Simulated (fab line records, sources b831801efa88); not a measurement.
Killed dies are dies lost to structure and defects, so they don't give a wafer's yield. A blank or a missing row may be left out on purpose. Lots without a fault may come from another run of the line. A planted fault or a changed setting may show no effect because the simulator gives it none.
Which tool did it? | flow sky130 | 14 lots, 40 wafers sampled, at 5 steps of a route of 708

WHAT THE GAUGES READ, wafer by wafer
SKY_VT_ADJUST_LVTN_OVL_MEAS_07.
lot  | measured     | on         | VT_ADJUST_LVTN_OVL (nm)
L381 | day 6 17:50  | overlay-01 | 0.6 1.9 0.4
L382 | day 6 23:02  | overlay-01 | -0.5 -0.5 -1.3
L383 | day 7 04:00  | overlay-02 | 1.4 0.8 2.1
L384 | day 7 10:11  | overlay-02 | 0.7 2.0 1.7
L386 | day 7 22:33  | overlay-01 | -1.2 -1.2
L387 | day 8 06:20  | overlay-02 | -0.3 -0.2
L394 | day 10 16:44 | overlay-01 | 0.1 1.0 0.6
L396 | day 11 11:56 | overlay-01 | -1.0 -2.1 -1.1
L397 | day 12 04:32 | overlay-02 | -0.5 0.4 -1.7
L398 | day 12 04:50 | overlay-01 | 1.6 -0.4 -0.2
L399 | day 12 14:54 | overlay-02 | 0.4 0.9 2.8
L402 | day 13 03:20 | overlay-02 | 0.1 -1.0 0.6
L401 | day 13 03:53 | overlay-01 | 1.9 0.9 1.1
L403 | day 14 00:15 | overlay-02 | -1.3 0.1 1.0

SKY_VT_ADJUST_NCORE_CD_MEAS_07: target cd 380 nm.
lot  | measured     | on        | cd_nm (nm)
L381 | day 8 06:21  | cd_sem-02 | 377.6 377.2 376.9
L382 | day 8 12:13  | cd_sem-02 | 379.4 380.4 379.0
L383 | day 8 18:17  | cd_sem-01 | 383.3 380.7 383.9
L384 | day 9 00:59  | cd_sem-01 | 378.1 351.2 376.5
L386 | day 9 15:53  | cd_sem-01 | 377.4 354.2
L387 | day 9 23:32  | cd_sem-02 | 374.9 348.3
L394 | day 12 17:16 | cd_sem-01 | 378.0 378.2 377.8
L396 | day 13 13:51 | cd_sem-02 | 382.7 382.3 382.4
L397 | day 14 07:59 | cd_sem-02 | 377.0 379.1 374.8
L398 | day 14 08:10 | cd_sem-01 | 374.5 375.3 373.7
L399 | day 14 19:24 | cd_sem-01 | 377.3 377.7 379.4
L402 | day 15 08:22 | cd_sem-01 | 378.1 379.0 378.3
L401 | day 15 09:11 | cd_sem-01 | 380.9 382.7 383.5
L403 | day 16 06:34 | cd_sem-02 | 378.0 380.3 381.4

SKY_GATE_OXIDE_TW_MEAS_14.
lot  | measured     | on            | GATE_OXIDE_TW
L381 | day 13 09:37 | film_metro-02 | 221.3 222.3 221.9
L382 | day 13 18:16 | film_metro-01 | 224.7 224.5 224.4
L383 | day 13 23:11 | film_metro-02 | 221.9 222.4 222.3
L384 | day 14 07:53 | film_metro-02 | 221.9 224.2 223.1
L386 | day 15 01:50 | film_metro-02 | 222.4 222.6
L387 | day 15 13:44 | film_metro-01 | 224.6 224.9
L394 | day 18 19:49 | film_metro-01 | 224.1 223.3 223.8
L396 | day 20 02:02 | film_metro-02 | 222.6 221.6 222.7
L397 | day 21 00:35 | film_metro-01 | 225.6 225.7 224.2
L398 | day 21 01:22 | film_metro-02 | 220.1 220.9 221.9
L399 | day 21 11:23 | film_metro-01 | 224.5 225.6 224.3
L402 | day 21 23:34 | film_metro-04 | 222.9 223.3 223.6
L401 | day 21 23:58 | film_metro-02 | 220.2 220.5 221.0
L403 | day 22 20:14 | film_metro-01 | 224.6 225.4 225.4

SKY_LI_CONTACT_CD_MEAS_12: target cd 170 nm.
lot  | measured     | on        | cd_nm (nm)
L381 | day 28 08:29 | cd_sem-02 | 170.5 169.5 168.8
L382 | day 28 21:43 | cd_sem-01 | 166.7 168.3 168.9
L383 | day 29 03:12 | cd_sem-01 | 166.6 167.8 167.3
L384 | day 29 21:35 | cd_sem-02 | 171.1 172.8 172.4
L386 | day 30 07:20 | cd_sem-01 | 171.0 171.2
L387 | day 30 15:14 | cd_sem-01 | 171.7 170.0
L394 | day 33 20:47 | cd_sem-02 | 169.1 168.4 169.8
L396 | day 35 00:52 | cd_sem-02 | 169.2 168.1 170.2
L397 | day 35 13:35 | cd_sem-01 | 169.8 170.7 170.9
L398 | day 35 14:43 | cd_sem-02 | 170.6 170.8 169.9
L399 | day 35 23:29 | cd_sem-02 | 172.2 170.4 171.7
L402 | day 36 16:13 | cd_sem-01 | 171.2 171.2 169.1
L401 | day 36 22:28 | cd_sem-02 | 171.2 169.6 169.4
L403 | day 37 06:25 | cd_sem-02 | 169.1 170.7 168.6

WHICH TOOL RAN EACH LOT (tool, then ch and the chambers of the sampled wafers, then the start)
lot  | SKY_VT_ADJUST_NCORE_EXPOSE_04
L381 | iline_stepper-01 ch 0, day 7 21:23
L382 | iline_stepper-01 ch 0, day 8 02:51
L383 | iline_stepper-01 ch 0, day 8 08:25
L384 | iline_stepper-01 ch 0, day 8 14:34
L386 | iline_stepper-01 ch 0, day 9 05:55
L387 | iline_stepper-01 ch 0, day 9 13:22
L394 | iline_stepper-01 ch 0, day 12 05:04
L396 | iline_stepper-01 ch 0, day 13 00:51
L397 | iline_stepper-01 ch 0, day 13 19:28
L398 | iline_stepper-02 ch 0, day 13 19:51
L399 | iline_stepper-01 ch 0, day 14 06:17
L402 | iline_stepper-02 ch 0, day 14 19:20
L401 | iline_stepper-02 ch 0, day 14 20:17
L403 | iline_stepper-02 ch 0, day 15 16:49
- SKY_VT_ADJUST_NCORE_EXPOSE_04: exposes mask LVTN COMPLEMENT THIN, target cd 380 nm.

WHAT THE TOOLS THEMSELVES READ (means of the sampled wafers that have a number; where no wafer has one, the mark that the record gives instead)
The record holds no such reading with a usual standard deviation.

THE ANSWER, worked out from the rows above alone
Rule: what is usual is taken from the lots themselves. Put in order of their means at a reading, lots are off if they are a third of the lots or fewer, leave a main group of 4 or more, and stand apart from it by a gap of 3 or more times the standard deviation of the main group's means; of several such gaps the widest counts. A main group whose means are all the same, to the digits that the tables above print for the reading, isn't used. A lot without any number at a reading at which 4 lots or more have one is off too. The other lots that the step has rows for count as sound. The gauges are gone through in route order, then the tools' own readings, and for those a lot's mean is taken as printed above. The first step at which some lot is off is used, and at that step the reading that is off furthest; a lot without a number counts as furthest.
No lot is off at any reading shown: from this, nothing can be told.

WHAT THE SIMULATOR HAD PUT IN
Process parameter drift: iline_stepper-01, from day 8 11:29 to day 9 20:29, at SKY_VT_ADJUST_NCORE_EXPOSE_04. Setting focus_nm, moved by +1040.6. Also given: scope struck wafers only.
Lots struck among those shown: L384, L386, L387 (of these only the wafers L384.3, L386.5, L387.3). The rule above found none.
